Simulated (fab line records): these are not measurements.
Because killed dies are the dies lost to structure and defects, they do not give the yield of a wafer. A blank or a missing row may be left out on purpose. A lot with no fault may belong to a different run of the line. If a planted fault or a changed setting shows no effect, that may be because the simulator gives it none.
fab line records ; flow gf180mcu
[record] lots = 5; wafers = 23
route steps=602 shown STI@14 DNWELL@34 NWELL@50 LVPWELL@64 MVSD@74 MVPSD@86 VT_IMPLANT@120 DUAL_GATE@143 POLY_GATE@157
start-h: start of the lot's first displayed wafer, in hours after the record's first day ; wait-h: hours elapsed since this lot's preceding step ; " the same as in the row above ; L1.1+2: a single row standing in for several wafers ; - no value, or no start was given ; * or withheld: withheld ; < > ~ a bound
route shown NAME@n: NAME is a module with steps in the file, n the number in the route of the first one ; usual: mean/standard deviation taken from wafers without a fault ; same: alike in all rows ; chamber/n: place in a boat ; sites: the reading at each site ; _std_site: the standard deviation of these ; _edge_site: the outer-site mean with the inner-site mean subtracted ; radius-mm: for every site, how far away it sits from the centre of the wafer ; mask NAME#n: copy n ; behind: the most recent tool/chamber to have shaped the wafer ; hold: reason for holding the lot/hours on hold/outcome of the hold ; device: whichever transistor did not switch (one of n, p or np) ; end of line: tests run on the same wafers once the route is complete ; a step with no rows: only its recipe ; killed: the dies lost at the first sort to structure and to defects; this is not the yield of the wafer ; map: dies across one wafer; x = killed, . = not, _ = none there
set.NAME: the setting as run; set.NAME@STEP: as run at that earlier step ; model.NAME: the simulator's own value behind a step, which no gauge read
one table per step and one row per wafer, for lots whose settings were changed on purpose
[[steps]]
[step GF_STI_ETCH_13]
[recipe] chemistry = CHF3/O2; stop-on = Si; over-etch-frac = 0.3; target-depth-a = 2823.1; source-w = 600; bias-w = 200; pressure-mtorr = 40; chf3-flow-sccm = 50; O2_flow_sccm = 5; time-s = 112.9
[usual] oes-product-au = 0.832/0.0063
lot.wafer;tool;chamber;start-h;wait-h;set.over-etch-frac;oes-product-au
L076.2;rie-diel-02;2;35.35;0.1;0.3;0.836
L076.3;rie-diel-02;0;35.35;0.1;0.383;0.809
L076.4;rie-diel-02;1;35.35;0.1;0.3;0.829
L076.5;rie-diel-02;2;35.35;0.1;0.383;0.814
L076.6;rie-diel-02;1;35.35;0.1;0.3;0.837
L077.1;rie-diel-03;0;41.23;0.1;0.3;0.834
L077.2;rie-diel-03;3;41.23;0.1;0.3;0.825
L077.6;rie-diel-03;0;41.23;0.1;0.3;0.826
L080.1;rie-diel-04;2;57.42;0.1;0.3;0.825
L080.2;rie-diel-04;3;57.42;0.1;0.3;0.829
L080.3;rie-diel-04;0;57.42;0.1;0.3;0.839
L080.5;rie-diel-04;3;57.42;0.1;0.3;0.820
L080.6;rie-diel-04;2;57.42;0.1;0.3;0.834
L082.1;rie-diel-03;2;66.80;0.1;0.2307;0.855
L082.2;rie-diel-03;0;66.80;0.1;0.3;0.836
L082.3;rie-diel-03;2;66.80;0.1;0.3;0.838
L082.5;rie-diel-03;2;66.80;0.1;0.2307;0.865
L082.6;rie-diel-03;0;66.80;0.1;0.3;0.832
L084.1;rie-diel-03;2;76.86;0.1;0.3;0.836
L084.2;rie-diel-03;1;76.86;0.1;0.3307;0.828
L084.3;rie-diel-03;0;76.86;0.1;0.3307;0.820
L084.5;rie-diel-03;0;76.86;0.1;0.3307;0.819
L084.6;rie-diel-03;1;76.86;0.1;0.3;0.827
[step GF_DNWELL_COAT_02]
[recipe] spin-rpm = 2000; resist-thk-nm = 3000
lot.wafer;tool;chamber;start-h;wait-h;set.spin-rpm;model.coat_of_DNWELL_COAT_02.thk-nm
L076.2;litho-track-03;0;45.52;0.1;2000;3011
L076.3;litho-track-03;0;45.52;0.1;2000;3007
L076.4;litho-track-03;0;45.52;0.1;2000;3006
L076.5;litho-track-03;0;45.52;0.1;2000;3000
L076.6;litho-track-03;0;45.52;0.1;2000;3005
L077.1;litho-track-03;0;52.40;0.1;2000;3005
L077.2;litho-track-03;0;52.40;0.1;2000;3017
L077.6;litho-track-03;0;52.40;0.1;2000;3004
L080.1;litho-track-01;0;68.80;0.1;2000;2993
L080.2;litho-track-01;0;68.80;0.1;1857;3109
L080.3;litho-track-01;0;68.80;0.1;1857;3113
L080.5;litho-track-01;0;68.80;0.1;2000;3001
L080.6;litho-track-01;0;68.80;0.1;2000;2992
L082.1;litho-track-04;0;78.46;0.1;2000;3000
L082.2+5;litho-track-04;0;78.46;0.1;2000;2995
L082.3;litho-track-04;0;78.46;0.1;1909;3074
L082.6;litho-track-04;0;78.46;0.1;1909;3077
L084.1+6;litho-track-04;0;95.11;0.1;2000;3002
L084.2;litho-track-04;0;95.11;0.1;2000;3007
L084.3;litho-track-04;0;95.11;0.1;2000;3001
L084.5;litho-track-04;0;95.11;0.1;2000;3010
[step GF_DNWELL_SOFTBAKE_03]
[recipe] temp-c = 110; time-s = withheld
lot.wafer;tool;chamber;start-h;wait-h;set.temp-c
L076.2+5;litho-track-03;0;45.68;0.1;106.3
L076.3+4+6;litho-track-03;0;45.68;0.1;110
L077.1+2+6;litho-track-03;0;52.55;0.1;110
L080.1+2+3;litho-track-01;0;68.95;0.1;107.6
L080.5+6;litho-track-01;0;68.95;0.1;110
L082.1+2;litho-track-04;0;78.61;0.1;110
L082.3+5+6;litho-track-04;0;78.61;0.1;107.6
L084.1+5+6;litho-track-04;0;95.26;0.1;110
L084.2+3;litho-track-04;0;95.26;0.1;113.2
[step GF_DNWELL_EXPOSE_04]
[recipe] mask-id = DNWELL; target-cd-nm = 1700; na = 0.6; source-shape = conventional; sigma-outer = 0.6; dose-mj = 260
[step GF_DNWELL_PEB_05]
[recipe] temp-c = 115; time-s = withheld
[step GF_DNWELL_DEVELOP_06]
[recipe] wall-angle-deg = 90; develop-time-s = 60; dev-temp-c = 23
[step GF_DNWELL_IMPLANT_07]
[recipe] species = P; energy-kev = 1487; dose-cm2 = 1e+13; tilt-deg = 0
[step GF_DNWELL_STRIP_08]
[recipe] chemistry = O2/N2; power-w = 1400; pressure-mtorr = 1500; platen-temp-c = 250; o2-flow-sccm = 3000; n2-flow-sccm = 300; overash-fraction = 0.5
[usual] strip-time-to-endpoint-s = 36.99/0.1
lot.wafer;tool;chamber;start-h;wait-h;set.spin-rpm@DNWELL_COAT_02;strip-time-to-endpoint-s
L076.2;plasma-asher-04;1;52.25;0.1;2000;37.42
L076.3;plasma-asher-04;0;52.25;0.1;2000;37.02
L076.4;plasma-asher-04;1;52.25;0.1;2000;37.03
L076.5;plasma-asher-04;1;52.25;0.1;2000;37.31
L076.6;plasma-asher-04;0;52.25;0.1;2000;37.00
L077.1;plasma-asher-02;1;59.60;0.1;2000;37.02
L077.2;plasma-asher-02;0;59.60;0.1;2000;37.16
L077.6;plasma-asher-02;1;59.60;0.1;2000;36.99
L080.1;plasma-asher-04;1;76.01;0.1;2000;37.11
L080.2;plasma-asher-04;0;76.01;0.1;1857;38.44
L080.3;plasma-asher-04;1;76.01;0.1;1857;38.50
L080.5;plasma-asher-04;0;76.01;0.1;2000;36.96
L080.6;plasma-asher-04;1;76.01;0.1;2000;36.86
L082.1;plasma-asher-04;0;84.94;0.1;2000;36.95
L082.2;plasma-asher-04;1;84.94;0.1;2000;36.88
L082.3;plasma-asher-04;0;84.94;0.1;1909;38.03
L082.5;plasma-asher-04;0;84.94;0.1;2000;37.12
L082.6;plasma-asher-04;1;84.94;0.1;1909;38.06
L084.1;plasma-asher-01;1;101.70;0.1;2000;36.98
L084.2;plasma-asher-01;0;101.70;0.1;2000;36.72
L084.3;plasma-asher-01;1;101.70;0.1;2000;36.66
L084.5;plasma-asher-01;0;101.70;0.1;2000;37.07
L084.6;plasma-asher-01;1;101.70;0.1;2000;36.97
[step GF_NWELL_IMPLANT_08]
[recipe] species = P; energy-kev = 450; dose-cm2 = 1.5e+13; tilt-deg = 0
lot.wafer;tool;chamber;start-h;wait-h;set.energy-kev;model.implant.rp-nm;model.implant.drp-nm
L076.2+3+5;implanter-01;0;65.27;0.0;450;550.1;123.9
L076.4+6;implanter-01;0;65.27;0.0;469.6;571;126.4
L077.1+2+6;implanter-02;0;73.10;0.0;450;559.5;123.9
L080.1+6;implanter-02;0;89.73;0.0;450;566.2;123.9
L080.2+3+5;implanter-02;0;89.73;0.0;484.8;604.2;128.4
L082.1+3;implanter-03;0;98.00;0.0;433.3;536.7;121.6
L082.2+5+6;implanter-03;0;98.00;0.0;450;555.1;123.9
L084.1+2;implanter-02;0;114.55;0.0;450;564.6;123.9
L084.3+5+6;implanter-02;0;114.55;0.0;486.8;604.7;128.6
[step GF_LVPWELL_STRIP_10]
[recipe] chemistry = O2/N2; power-w = 1400; pressure-mtorr = 1500; platen-temp-c = 250; o2-flow-sccm = 3000; n2-flow-sccm = 300; overash-fraction = 0.5
[usual] oes-product-au = 0.723/0.0045; strip-time-to-endpoint-s = 37.01/0.092
lot.wafer;tool;chamber;start-h;wait-h;set.pressure-mtorr;oes-product-au;strip-time-to-endpoint-s
L076.2;plasma-asher-03;0;79.56;0.1;1587;0.724;36.45
L076.3;plasma-asher-03;0;79.56;0.1;1587;0.725;36.80
L076.4;plasma-asher-03;1;79.56;0.1;1587;0.727;36.41
L076.5;plasma-asher-03;1;79.56;0.1;1587;0.728;36.71
L076.6;plasma-asher-03;0;79.56;0.1;1587;0.729;36.76
L077.1;plasma-asher-03;1;87.48;0.1;1500;0.715;36.96
L077.2;plasma-asher-03;0;87.48;0.1;1500;0.731;36.96
L077.6;plasma-asher-03;1;87.48;0.1;1500;0.722;36.98
L080.1;plasma-asher-03;0;103.28;0.1;1500;0.729;37.01
L080.2;plasma-asher-03;1;103.28;0.1;1500;0.721;36.86
L080.3;plasma-asher-03;0;103.28;0.1;1500;0.722;36.91
L080.5;plasma-asher-03;1;103.28;0.1;1500;0.719;36.97
L080.6;plasma-asher-03;0;103.28;0.1;1500;0.715;36.78
L082.1;plasma-asher-03;1;112.08;0.1;1689;0.730;36.01
L082.2;plasma-asher-03;0;112.08;0.1;1689;0.742;36.18
L082.3;plasma-asher-03;0;112.08;0.1;1689;0.736;36.10
L082.5;plasma-asher-03;0;112.08;0.1;1689;0.742;35.73
L082.6;plasma-asher-03;1;112.08;0.1;1689;0.741;35.80
L084.1;plasma-asher-04;1;129.83;0.1;1326;0.711;38.13
L084.2;plasma-asher-04;0;129.83;0.1;1326;0.704;38.35
L084.3;plasma-asher-04;0;129.83;0.1;1326;0.701;38.16
L084.5;plasma-asher-04;0;129.83;0.1;1326;0.708;38.60
L084.6;plasma-asher-04;1;129.83;0.1;1326;0.704;38.52
[step GF_MVSD_IMPLANT_08]
[recipe] species = P; energy-kev = 400; dose-cm2 = 1.6e+13; tilt-deg = 0
lot.wafer;tool;chamber;start-h;wait-h;set.energy-kev;model.implant.rp-nm;model.implant.drp-nm
L076.2+6;implanter-01;0;92.96;0.0;428.9;530.7;121
L076.3+4+5;implanter-01;0;92.96;0.0;400;498.3;116.9
L077.1+2+6;implanter-04;0;100.18;0.0;400;494.3;116.9
L080.1+2+3+5+6;implanter-04;0;117.21;0.0;400;488.4;116.9
L082.1+5;implanter-04;0;126.20;0.0;400;497.7;116.9
L082.2+3+6;implanter-04;0;126.20;0.0;376;470.9;113
L084.1+5;implanter-01;0;145.25;0.0;425.5;526.7;120.6
L084.2+3+6;implanter-01;0;145.25;0.0;400;498.1;116.9
[step GF_MVPSD_IMPLANT_08]
[recipe] species = B; energy-kev = 170; dose-cm2 = 1.5e+13; tilt-deg = 0
lot.wafer;tool;chamber;start-h;wait-h;set.dose-cm2
L076.2+4+5;implanter-03;0;106.32;0.0;1.5e+13
L076.3+6;implanter-03;0;106.32;0.0;1.468e+13
L077.1+2+6;implanter-04;0;113.85;0.0;1.5e+13
L080.1+2+5;implanter-02;0;131.98;0.0;1.5e+13
L080.3+6;implanter-02;0;131.98;0.0;1.431e+13
L082.1+3+6;implanter-04;0;141.25;0.0;1.453e+13
L082.2+5;implanter-04;0;141.25;0.0;1.5e+13
L084.1+5+6;implanter-03;0;161.13;0.0;1.5e+13
L084.2+3;implanter-03;0;161.13;0.0;1.608e+13
[step GF_VT_IMPLANT_IMPLANT_30]
[recipe] species = B; energy-kev = 25; dose-cm2 = 2.534e+12; tilt-deg = 7
lot.wafer;tool;chamber;start-h;wait-h;set.dose-cm2
L076.2+6;implanter-01;0;149.51;0.0;2.534e+12
L076.3+4+5;implanter-01;0;149.51;0.0;2.404e+12
L077.1+2+6;implanter-02;0;158.90;0.0;2.534e+12
L080.1+3;implanter-03;0;179.68;0.0;2.235e+12
L080.2+5+6;implanter-03;0;179.68;0.0;2.534e+12
L082.1+2+6;implanter-02;0;190.40;0.0;2.709e+12
L082.3+5;implanter-02;0;190.40;0.0;2.534e+12
L084.1+2;implanter-03;0;212.85;0.0;2.927e+12
L084.3+5+6;implanter-03;0;212.85;0.0;2.534e+12
[step GF_VT_IMPLANT_STRIP_31]
[recipe] chemistry = O2/N2; power-w = 1400; pressure-mtorr = 1500; platen-temp-c = 250; o2-flow-sccm = 3000; n2-flow-sccm = 300; overash-fraction = 0.5
[step GF_VT_IMPLANT_TW_MEAS_32]
[usual] VT_IMPLANT_3_TW = 270.8/1.6
lot.wafer;tool;chamber;start-h;wait-h;set.dose-cm2@VT_IMPLANT_IMPLANT_30;VT_IMPLANT_3_TW
L076.2;film-metro-04;-;149.74;0.1;2.534e+12;272.9
L076.3;film-metro-04;-;149.74;0.1;2.404e+12;268.8
L076.4;film-metro-04;-;149.74;0.1;2.404e+12;270.2
L076.5;film-metro-04;-;149.74;0.1;2.404e+12;270.0
L076.6;film-metro-04;-;149.74;0.1;2.534e+12;270.1
L077.1;film-metro-01;-;159.15;0.1;2.534e+12;269.4
L077.2;film-metro-01;-;159.15;0.1;2.534e+12;269.7
L077.6;film-metro-01;-;159.15;0.1;2.534e+12;271.9
L080.1;film-metro-02;-;179.93;0.1;2.235e+12;258.6
L080.2;film-metro-02;-;179.93;0.1;2.534e+12;267.0
L080.3;film-metro-02;-;179.93;0.1;2.235e+12;258.0
L080.5;film-metro-02;-;179.93;0.1;2.534e+12;265.9
L080.6;film-metro-02;-;179.93;0.1;2.534e+12;267.3
L082.1;film-metro-01;-;190.65;0.1;2.709e+12;276.4
L082.2;film-metro-01;-;190.65;0.1;2.709e+12;276.4
L082.3;film-metro-01;-;190.65;0.1;2.534e+12;271.3
L082.5;film-metro-01;-;190.65;0.1;2.534e+12;271.7
L082.6;film-metro-01;-;190.65;0.1;2.709e+12;276.8
L084.1;film-metro-01;-;213.10;0.1;2.927e+12;282.5
L084.2;film-metro-01;-;213.10;0.1;2.927e+12;282.4
L084.3;film-metro-01;-;213.10;0.1;2.534e+12;270.3
L084.5;film-metro-01;-;213.10;0.1;2.534e+12;269.4
L084.6;film-metro-01;-;213.10;0.1;2.534e+12;270.6
[step GF_VT_IMPLANT_IMPLANT_41]
[recipe] species = As; energy-kev = 70; dose-cm2 = 1.013e+12; tilt-deg = 7
lot.wafer;tool;chamber;start-h;wait-h;set.energy-kev
L076.2+3+4+5+6;implanter-02;0;165.52;0.0;70
L077.1+2+6;implanter-03;0;175.63;0.0;70
L080.1+2+3+5+6;implanter-02;0;197.08;0.0;70
L082.1+2+3+5+6;implanter-03;0;207.86;0.0;70
L084.1+3+5;implanter-02;0;230.80;0.0;70
L084.2+6;implanter-02;0;230.80;0.0;73.77
[step GF_VT_IMPLANT_STRIP_42]
[recipe] chemistry = O2/N2; power-w = 1400; pressure-mtorr = 1500; platen-temp-c = 250; o2-flow-sccm = 3000; n2-flow-sccm = 300; overash-fraction = 0.5
[step GF_VT_IMPLANT_RS_MEAS_49]
[recipe] thk-meas-gauge = four-point-probe
[usual] MVPSD_RS = 1170.0/2.7
lot.wafer;tool;chamber;start-h;wait-h;set.dose-cm2@MVPSD_IMPLANT_08;MVPSD_RS[ohm/sq]
L076.2;film-metro-04;-;166.34;0.1;1.5e+13;1166.7
L076.3;film-metro-04;-;166.34;0.1;1.468e+13;1180.5
L076.4;film-metro-04;-;166.34;0.1;1.5e+13;1166.5
L076.5;film-metro-04;-;166.34;0.1;1.5e+13;1167.9
L076.6;film-metro-04;-;166.34;0.1;1.468e+13;1179.7
L077.1;film-metro-02;-;176.46;0.1;1.5e+13;1172.6
L077.2;film-metro-02;-;176.46;0.1;1.5e+13;1174.1
L077.6;film-metro-02;-;176.46;0.1;1.5e+13;1175.5
L080.1;film-metro-03;-;197.92;0.1;1.5e+13;1169.1
L080.2;film-metro-03;-;197.92;0.1;1.5e+13;1175.1
L080.3;film-metro-03;-;197.92;0.1;1.431e+13;1198.3
L080.5;film-metro-03;-;197.92;0.1;1.5e+13;1174.6
L080.6;film-metro-03;-;197.92;0.1;1.431e+13;1197.7
L082.1;film-metro-03;-;208.68;0.1;1.453e+13;1184.6
L082.2;film-metro-03;-;208.68;0.1;1.5e+13;1165.6
L082.3;film-metro-03;-;208.68;0.1;1.453e+13;1187.2
L082.5;film-metro-03;-;208.68;0.1;1.5e+13;1170.5
L082.6;film-metro-03;-;208.68;0.1;1.453e+13;1188.1
L084.1;film-metro-04;-;231.63;0.1;1.5e+13;1172.0
L084.2;film-metro-04;-;231.63;0.1;1.608e+13;1130.4
L084.3;film-metro-04;-;231.63;0.1;1.608e+13;1130.1
L084.5;film-metro-04;-;231.63;0.1;1.5e+13;1170.3
L084.6;film-metro-04;-;231.63;0.1;1.5e+13;1170.8
[step GF_DUAL_GATE_OXIDATION_02]
[recipe] temp-c = 900; ambient = O2; stabilise-s = 600; purge-s = 300; target-thk-a = 108.87; ox-time-s = 1602
lot.wafer;tool;chamber;start-h;wait-h;set.ox-time-s;model.SiO2_of_DUAL_GATE_OXIDATION_02.thk-nm
L076.2+5;-;-;-;0.0;1793;11.98
L076.3;-;-;-;0.0;1793;12.1
L076.4;-;-;-;0.0;1793;12.07
L076.6;-;-;-;0.0;1793;11.99
L077.1;furnace-02;0;177.17;0.4;1602;10.73
L077.2;furnace-02;0;177.17;0.4;1602;10.71
L077.6;furnace-02;0;177.17;0.4;1602;10.76
L080.1;-;-;-;1.0;1602;11.3
L080.2;-;-;-;1.0;1602;11.16
L080.3+6;-;-;-;1.0;1602;11.21
L080.5;-;-;-;1.0;1602;11.33
L082.1;-;-;-;0.7;1426;10.1
L082.2;-;-;-;0.7;1426;9.958
L082.3;-;-;-;0.7;1426;9.874
L082.5;-;-;-;0.7;1426;9.884
L082.6;-;-;-;0.7;1426;10.03
L084.1;-;-;-;0.0;1431;9.499
L084.2;-;-;-;0.0;1431;9.553
L084.3;-;-;-;0.0;1431;9.425
L084.5;-;-;-;0.0;1431;9.261
L084.6;-;-;-;0.0;1431;9.645
[step GF_DUAL_GATE_THK_MEAS_03]
[recipe] reads = SiO2_of_DUAL_GATE_OXIDATION_02
[usual] DUAL_GATE_OXIDATION_00_THK = 10.96/0.26
lot.wafer;tool;chamber;start-h;wait-h;set.ox-time-s@DUAL_GATE_OXIDATION_02;DUAL_GATE_OXIDATION_00_THK[nm]
L076.2;film-metro-01;-;-;-;1793;11.97
L076.3;film-metro-01;-;-;-;1793;12.07
L076.4;film-metro-01;-;-;-;1793;12.08
L076.5;film-metro-01;-;-;-;1793;12.02
L076.6;film-metro-01;-;-;-;1793;12.00
L077.1;film-metro-01;-;178.62;0.0;1602;10.73
L077.2;film-metro-01;-;178.62;0.0;1602;10.67
L077.6;film-metro-01;-;178.62;0.0;1602;10.80
L080.1;film-metro-03;-;-;-;1602;11.29
L080.2;film-metro-03;-;-;-;1602;11.21
L080.3;film-metro-03;-;-;-;1602;11.17
L080.5;film-metro-03;-;-;-;1602;11.32
L080.6;film-metro-03;-;-;-;1602;11.24
L082.1;film-metro-03;-;-;-;1426;10.08
L082.2;film-metro-03;-;-;-;1426;9.99
L082.3;film-metro-03;-;-;-;1426;9.87
L082.5;film-metro-03;-;-;-;1426;9.89
L082.6;film-metro-03;-;-;-;1426;9.99
L084.1;film-metro-04;-;-;-;1431;9.47
L084.2;film-metro-04;-;-;-;1431;9.56
L084.3;film-metro-04;-;-;-;1431;9.43
L084.5;film-metro-04;-;-;-;1431;9.24
L084.6;film-metro-04;-;-;-;1431;9.70
[step GF_DUAL_GATE_COAT_06]
[recipe] resist = NOVOLAK; spin-rpm = 3000; resist-thk-nm = 1000
lot.wafer;tool;chamber;start-h;wait-h;set.resist-thk-nm
L076.2+3+4+5+6;litho-track-02;0;176.25;0.1;1000
L077.1+2+6;litho-track-03;0;187.15;0.1;1000
L080.1+3+5;litho-track-02;0;208.72;0.1;1000
L080.2+6;litho-track-02;0;208.72;0.1;951.6
L082.1+2+3+5+6;litho-track-01;0;219.64;0.1;1000
L084.1+2+3+5+6;litho-track-03;0;242.44;0.1;1000
[step GF_DUAL_GATE_SOFTBAKE_07]
[recipe] temp-c = 90; time-s = 60; resist = NOVOLAK
[step GF_DUAL_GATE_EXPOSE_08]
[recipe] mask-id = Dualgate; target-cd-nm = 700; na = 0.6; source-shape = conventional; sigma-outer = 0.6; dose-mj = 140
[step GF_DUAL_GATE_STRIP_13]
[recipe] chemistry = O2/N2; power-w = 1400; pressure-mtorr = 1500; platen-temp-c = 250; o2-flow-sccm = 3000; n2-flow-sccm = 300; overash-fraction = 0.5
[step GF_DUAL_GATE_CLEAN_14]
[recipe] chemistry = SC1/SC2; mix = 1:4:20; temp-c = 70; time-s = 150; dry = n2-spin
[step GF_DUAL_GATE_OXIDATION_15]
[recipe] temp-c = 850; ambient = O2; stabilise-s = 600; purge-s = 300; target-thk-a = 70.98; ox-time-s = 1995
lot.wafer;tool;chamber;start-h;wait-h;set.ox-time-s@DUAL_GATE_OXIDATION_02;model.SiO2_of_DUAL_GATE_OXIDATION_02.thk-nm
L076.2+5+6;furnace-01;0;184.92;0.0;1793;15.47
L076.3;furnace-01;0;184.92;0.0;1793;15.56
L076.4;furnace-01;0;184.92;0.0;1793;15.54
L077.1;furnace-01;0;197.73;1.8;1602;14.47
L077.2;furnace-01;0;197.73;1.8;1602;14.39
L077.6;furnace-01;0;197.73;1.8;1602;14.49
L080.1;furnace-02;0;218.58;0.5;1602;14.88
L080.2;furnace-02;0;218.58;0.5;1602;14.83
L080.3+6;furnace-02;0;218.58;0.5;1602;14.81
L080.5;furnace-02;0;218.58;0.5;1602;14.95
L082.1;furnace-02;0;228.79;0.0;1426;13.83
L082.2;furnace-02;0;228.79;0.0;1426;13.75
L082.3;furnace-02;0;228.79;0.0;1426;13.68
L082.5;furnace-02;0;228.79;0.0;1426;13.65
L082.6;furnace-02;0;228.79;0.0;1426;13.79
L084.1;furnace-01;0;253.02;1.6;1431;13.33
L084.2;furnace-01;0;253.02;1.6;1431;13.41
L084.3;furnace-01;0;253.02;1.6;1431;13.25
L084.5;furnace-01;0;253.02;1.6;1431;13.15
L084.6;furnace-01;0;253.02;1.6;1431;13.43
[step GF_POLY_GATE_CVD_00]
[recipe] material = poly-Si; target-thk-nm = 200; temp-c = 620; time-s = 1200; pressure-mtorr = 200
lot.wafer;tool;chamber;start-h;wait-h;set.pressure-mtorr;model.poly-Si_of_POLY_GATE_CVD_00.thk-nm
L076.2;-;-;-;0.0;210.5;204.3
L076.3;-;-;-;0.0;210.5;204.6
L076.4;-;-;-;0.0;210.5;203.9
L076.5;-;-;-;0.0;210.5;204.2
L076.6;-;-;-;0.0;210.5;203.5
L077.1;lpcvd-01;1;199.78;0.5;200;202.4
L077.2;lpcvd-01;1;199.78;0.5;200;201.6
L077.6;lpcvd-01;1;199.78;0.5;200;200.7
L080.1+2;-;-;-;0.0;216.7;211.4
L080.3;-;-;-;0.0;216.7;209.9
L080.5;-;-;-;0.0;216.7;211.1
L080.6;-;-;-;0.0;216.7;209.1
L082.1;-;-;-;0.0;200;201.5
L082.2;-;-;-;0.0;200;200.5
L082.3;-;-;-;0.0;200;201.7
L082.5;-;-;-;0.0;200;201.1
L082.6;-;-;-;0.0;200;203
L084.1+2;-;-;-;0.3;213.6;209.3
L084.3;-;-;-;0.3;213.6;207.6
L084.5;-;-;-;0.3;213.6;208.8
L084.6;-;-;-;0.3;213.6;209.2
[step GF_POLY_GATE_OXIDATION_16]
[recipe] temp-c = 850; ambient = O2; stabilise-s = 600; purge-s = 300; target-thk-a = 40; ox-time-s = 899
lot.wafer;tool;chamber;start-h;wait-h;set.temp-c;model.SiO2_of_POLY_GATE_OXIDATION_16.thk-nm
L076.2;-;-;-;0.6;847;3.901
L076.3;-;-;-;0.6;847;3.884
L076.4;-;-;-;0.6;847;3.902
L076.5;-;-;-;0.6;847;3.828
L076.6;-;-;-;0.6;847;3.962
L077.1;furnace-01;0;219.29;0.0;850;4.19
L077.2;furnace-01;0;219.29;0.0;850;4.215
L077.6;furnace-01;0;219.29;0.0;850;4.189
L080.1;-;-;-;1.6;847;4.005
L080.2;-;-;-;1.6;847;3.943
L080.3;-;-;-;1.6;847;4.011
L080.5;-;-;-;1.6;847;3.945
L080.6;-;-;-;1.6;847;3.972
L082.1;-;-;-;1.1;850;4.119
L082.2;-;-;-;1.1;850;4.089
L082.3;-;-;-;1.1;850;4.127
L082.5;-;-;-;1.1;850;4.07
L082.6;-;-;-;1.1;850;4.037
L084.1;-;-;-;1.0;845.1;3.857
L084.2;-;-;-;1.0;845.1;3.885
L084.3;-;-;-;1.0;845.1;3.85
L084.5;-;-;-;1.0;845.1;3.871
L084.6;-;-;-;1.0;845.1;3.814
[[key]]
[split] step = GF_STI_ETCH_13; setting = over-etch-frac; stated = 0.3; by = wafer
[response] step = GF_STI_ETCH_13; reading = oes-product-au; change = -0.000918; per = 1%; r = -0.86
[split] step = GF_DNWELL_COAT_02; setting = spin-rpm; stated = 2000; by = wafer
[response] step = GF_DNWELL_COAT_02; reading = model.coat_of_DNWELL_COAT_02.thk-nm; change = -16.5; per = 1%; r = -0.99
[response] step = GF_DNWELL_STRIP_08; reading = strip-time-to-endpoint-s; change = *; per = 1%; r = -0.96
[split] step = GF_DNWELL_SOFTBAKE_03; setting = temp-c; stated = 110; by = wafer
response none clear
[split] step = GF_NWELL_IMPLANT_08; setting = energy-kev; stated = 450; by = wafer
[response] step = GF_NWELL_IMPLANT_08; reading = model.implant.rp-nm; change = +4.9; per = 1%; r = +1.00
[response] step = GF_NWELL_IMPLANT_08; reading = model.implant.drp-nm; change = +0.585; per = 1%; r = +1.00
[split] step = GF_LVPWELL_STRIP_10; setting = pressure-mtorr; stated = 1500; by = lot
[response] step = GF_LVPWELL_STRIP_10; reading = oes-product-au; change = +0.00132; per = 1%; r = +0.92
[response] step = GF_LVPWELL_STRIP_10; reading = strip-time-to-endpoint-s; change = *; per = 1%; r = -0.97
[split] step = GF_MVSD_IMPLANT_08; setting = energy-kev; stated = 400; by = wafer
[response] step = GF_MVSD_IMPLANT_08; reading = model.implant.rp-nm; change = +4.48; per = 1%; r = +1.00
[response] step = GF_MVSD_IMPLANT_08; reading = model.implant.drp-nm; change = +0.592; per = 1%; r = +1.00
[split] step = GF_MVPSD_IMPLANT_08; setting = dose-cm2; stated = 1.5e+13; by = wafer
[response] step = GF_VT_IMPLANT_RS_MEAS_49; reading = MVPSD_RS; change = -5.67; per = 1%; r = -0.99
[split] step = GF_VT_IMPLANT_IMPLANT_30; setting = dose-cm2; stated = 2.534e+12; by = wafer
[response] step = GF_VT_IMPLANT_TW_MEAS_32; reading = VT_IMPLANT_3_TW; change = +0.738; per = 1%; r = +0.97
[split] step = GF_VT_IMPLANT_IMPLANT_41; setting = energy-kev; stated = 70; by = wafer
response none clear
[split] step = GF_DUAL_GATE_OXIDATION_02; setting = ox-time-s; stated = 1602; by = lot
[response] step = GF_DUAL_GATE_OXIDATION_02; reading = model.SiO2_of_DUAL_GATE_OXIDATION_02.thk-nm; change = +0.103; per = 1%; r = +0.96
[response] step = GF_DUAL_GATE_THK_MEAS_03; reading = DUAL_GATE_OXIDATION_00_THK; change = +0.103; per = 1%; r = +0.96
[response] step = GF_DUAL_GATE_OXIDATION_15; reading = model.SiO2_of_DUAL_GATE_OXIDATION_02.thk-nm; change = +0.0889; per = 1%; r = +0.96
[split] step = GF_DUAL_GATE_COAT_06; setting = resist-thk-nm; stated = 1000; by = wafer
response none clear
[split] step = GF_POLY_GATE_CVD_00; setting = pressure-mtorr; stated = 200; by = lot
[response] step = GF_POLY_GATE_CVD_00; reading = model.poly-Si_of_POLY_GATE_CVD_00.thk-nm; change = +1.03; per = 1%; r = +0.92
[split] step = GF_POLY_GATE_OXIDATION_16; setting = temp-c; stated = 850; by = lot
[response] step = GF_POLY_GATE_OXIDATION_16; reading = model.SiO2_of_POLY_GATE_OXIDATION_16.thk-nm; change = +0.493; per = 1%; r = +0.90
